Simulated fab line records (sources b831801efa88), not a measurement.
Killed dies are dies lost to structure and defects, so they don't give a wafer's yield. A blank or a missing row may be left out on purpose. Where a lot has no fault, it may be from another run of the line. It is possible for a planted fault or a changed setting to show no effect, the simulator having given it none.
Which tool did it? | flow gf180mcu | 39 wafers from 13 lots sampled at 5 of the route's 602 steps

## WHAT EACH GAUGE READ, for each wafer
GF_DUAL_GATE_OVL_MEAS_11. Usual: DUAL_GATE_OVL gives -0.7 nm (standard deviation 1.3).
lot  | measured     | on         | DUAL_GATE_OVL (nm) | flag
L442 | day 8 04:57  | overlay-01 | -2.9 -2.4 -2.9     |
L444 | day 8 16:41  | overlay-02 | -0.1 0.0 0.1       |
L445 | day 9 01:59  | overlay-01 | -0.7 -1.3 -0.8     |
L447 | day 9 16:07  | overlay-01 | 0.4 0.2 -1.4       |
L451 | day 11 10:53 | overlay-02 | 0.2 -0.6 0.0       |
L452 | day 11 12:50 | overlay-01 | - - -              | OFF
L460 | day 13 12:50 | overlay-01 | 1.2 1.4 2.3        |
L459 | day 13 14:05 | overlay-02 | -0.5 -1.7 -1.8     |
L461 | day 14 05:14 | overlay-02 | 0.3 -0.5 0.1       |
L462 | day 14 08:13 | overlay-01 | 0.2 0.6 1.4        |
L463 | day 14 09:08 | overlay-02 | 1.2 -0.3 -1.9      |
L464 | day 14 16:26 | overlay-02 | -0.8 0.4 1.3       |
L465 | day 14 23:59 | overlay-02 | -1.9 -1.3 -1.3     |

GF_V2_OVL_MEAS_15. Usual: V2_OVL gives -3 nm (standard deviation 5.9).
lot  | measured     | on         | V2_OVL (nm) | flag
L442 | day 19 23:37 | overlay-02 | -11 -6 -5   |
L444 | day 20 19:14 | overlay-02 | 0 2 -6      |
L445 | day 21 01:18 | overlay-01 | 1 -2 -5     |
L447 | day 21 23:18 | overlay-01 | -2 6 -3     |
L451 | day 24 04:29 | overlay-01 | 0 -6 5      |
L460 | day 26 12:39 | overlay-02 | -2 4 -5     |
L459 | day 26 14:08 | overlay-02 | 8 1 5       |
L461 | day 27 05:20 | overlay-02 | 1 -8 -14    |
L462 | day 27 07:06 | overlay-01 | 2 10 7      |
L463 | day 27 11:06 | overlay-02 | -5 -14 -2   |
L464 | day 27 17:51 | overlay-01 | 8 -4 6      |
L465 | day 28 00:14 | overlay-02 | 3 -1 2      |

## TOOL THAT RAN EACH LOT (tool first, then ch and the chambers of the sampled wafers, then the start)
lot  | GF_DUAL_GATE_EXPOSE_08              | GF_HV_LDD_STRIP_10                   | GF_SALICIDE_RTA_06
L442 | iline-stepper-01 ch 0, day 7 21:15  | plasma-asher-03 ch 0,1, day 9 20:32  | rtp-anneal-01 ch 0, day 14 21:21
L444 | iline-stepper-02 ch 0, day 8 09:01  | plasma-asher-03 ch 0,1, day 10 09:13 | rtp-anneal-01 ch 0, day 15 14:26
L445 | iline-stepper-01 ch 0, day 8 17:47  | plasma-asher-01 ch 0,1, day 10 18:17 | rtp-anneal-01 ch 0, day 15 21:08
L447 | iline-stepper-01 ch 0, day 9 08:00  | plasma-asher-04 ch 0,1, day 11 09:05 | rtp-anneal-02 ch 0, day 16 16:08
L451 | iline-stepper-02 ch 0, day 11 01:56 | plasma-asher-03 ch 1, day 13 06:13   | rtp-anneal-02 ch 0, day 18 23:35
L452 | iline-stepper-01 ch 0, day 11 04:01 | -                                    | -
L460 | iline-stepper-01 ch 0, day 13 03:01 | plasma-asher-01 ch 0,1, day 15 12:28 | rtp-anneal-02 ch 0, day 21 14:11
L459 | iline-stepper-02 ch 0, day 13 04:42 | plasma-asher-04 ch 0,1, day 15 13:25 | rtp-anneal-02 ch 0, day 21 16:30
L461 | iline-stepper-01 ch 0, day 13 18:53 | plasma-asher-03 ch 0,1, day 16 06:49 | rtp-anneal-02 ch 0, day 22 09:12
L462 | iline-stepper-01 ch 0, day 13 22:05 | plasma-asher-01 ch 0,1, day 16 08:02 | rtp-anneal-02 ch 0, day 22 12:01
L463 | iline-stepper-01 ch 0, day 13 22:55 | plasma-asher-03 ch 0,1, day 16 10:54 | rtp-anneal-02 ch 0, day 22 14:08
L464 | iline-stepper-02 ch 0, day 14 06:50 | plasma-asher-04 ch 0,1, day 16 18:07 | rtp-anneal-01 ch 0, day 22 23:28
L465 | iline-stepper-02 ch 0, day 14 13:38 | plasma-asher-04 ch 0,1, day 17 02:25 | rtp-anneal-01 ch 0, day 23 06:10
- GF_DUAL_GATE_EXPOSE_08: exposes mask Dualgate, target cd 700 nm.
- GF_HV_LDD_STRIP_10: strips in O2/N2.
- GF_SALICIDE_RTA_06: time 30 s.

## AS READ BY THE TOOLS THEMSELVES (means over the sampled wafers that have a number; for cases with no such wafer, the mark the record gives instead)
GF_HV_LDD_STRIP_10. Usual: drypump-motor-current-A 5.9 A, standard deviation 0.48; heater-power-w 340 W, standard deviation 32; o2-flow-sccm 3000 sccm, standard deviation 10; oes-product-au 0.716 a.u., standard deviation 0.0042; strip-time-to-endpoint-s 12.63 s, standard deviation 0.033.
lot  | tool            | drypump-motor-current-A (A) | heater-power-w (W) | o2-flow-sccm (sccm) | oes-product-au (a.u.) | strip-time-to-endpoint-s (s) | flag
L442 | plasma-asher-03 | 6.2                         | 326                | 2993                | 0.712                 | 12.66                        |
L444 | plasma-asher-03 | 6.2                         | 331                | 2996                | 0.715                 | 12.58                        |
L445 | plasma-asher-01 | 6.2                         | 377                | 3007                | 0.715                 | 12.60                        |
L447 | plasma-asher-04 | 5.1                         | 294                | 3008                | 0.715                 | 12.62                        |
L451 | plasma-asher-03 | 6.2                         | 347                | 2994                | 0.718                 | 12.60                        |
L460 | plasma-asher-01 | 5.9                         | 372                | 2988                | 0.715                 | 12.68                        |
L459 | plasma-asher-04 | 5.4                         | 301                | 3001                | 0.720                 | 12.64                        |
L461 | plasma-asher-03 | 6.2                         | 323                | 3002                | 0.720                 | 12.67                        |
L462 | plasma-asher-01 | 6.2                         | 380                | 2995                | 0.718                 | 12.62                        |
L463 | plasma-asher-03 | 6.2                         | 327                | 2997                | 0.715                 | 12.61                        |
L464 | plasma-asher-04 | 5.4                         | 299                | 2994                | 0.717                 | 12.59                        |
L465 | plasma-asher-04 | 5.1                         | 294                | 3005                | 0.715                 | 12.63                        |

GF_SALICIDE_RTA_06. Usual: anneal-temp-c-max 532.1, standard deviation 0.49; chamber-o2-ppm 1.999, standard deviation 0.019; lamp-power-pct 6.14 %, standard deviation 0.14; wafer_temp_C_max 532.9, standard deviation 1.4.
lot  | tool          | anneal-temp-c-max | chamber-o2-ppm | lamp-power-pct (%) | wafer_temp_C_max | flag
L442 | rtp-anneal-01 | 532.1             | 1.986          | 5.99               | 534.4            |
L444 | rtp-anneal-01 | 531.9             | 2.023          | 5.99               | 533.7            |
L445 | rtp-anneal-01 | 532.5             | 1.983          | 5.98               | 534.6            |
L447 | rtp-anneal-02 | 531.8             | 1.998          | 6.27               | 532.1            |
L451 | rtp-anneal-02 | 531.8             | 2.010          | 6.27               | 531.3            |
L460 | rtp-anneal-02 | 531.2             | 1.992          | 6.27               | 531.4            |
L459 | rtp-anneal-02 | 531.7             | 1.996          | 6.28               | 531.4            |
L461 | rtp-anneal-02 | 532.4             | 1.987          | 6.27               | 531.4            |
L462 | rtp-anneal-02 | 532.1             | 2.010          | 6.27               | 531.3            |
L463 | rtp-anneal-02 | 531.9             | 2.021          | 6.27               | 531.9            |
L464 | rtp-anneal-01 | 532.5             | 1.974          | 5.99               | 534.8            |
L465 | rtp-anneal-01 | 532.2             | 2.012          | 5.99               | 535.0            |

## THE ANSWER, worked out from the rows above alone
Rule: take the mean of a lot's wafers that have a number; if it is more than 3 standard deviations from the usual mean, the lot is off. Also off: a lot with no number at a reading for which 4 or more lots have one. Where the step has rows for the other lots, those lots are counted as sound. The gauges are gone through in route order, then the tools' own readings, and for those a lot's mean is taken as printed above. The first step at which some lot is off is used, and at that step the reading that is off furthest; a lot without a number counts as furthest.
Off: L452, at GF_DUAL_GATE_OVL_MEAS_11 (DUAL_GATE_OVL). Without a number there: L452.
If a tool, at a process step before that reading, ran all the lots that are off and no sound lot after the first of them, it fits. Gauges at GF_DUAL_GATE_OVL_MEAS_11: tried the same way as those tools. None of those tried fits.

## WHAT HAD BEEN PUT IN BY THE SIMULATOR
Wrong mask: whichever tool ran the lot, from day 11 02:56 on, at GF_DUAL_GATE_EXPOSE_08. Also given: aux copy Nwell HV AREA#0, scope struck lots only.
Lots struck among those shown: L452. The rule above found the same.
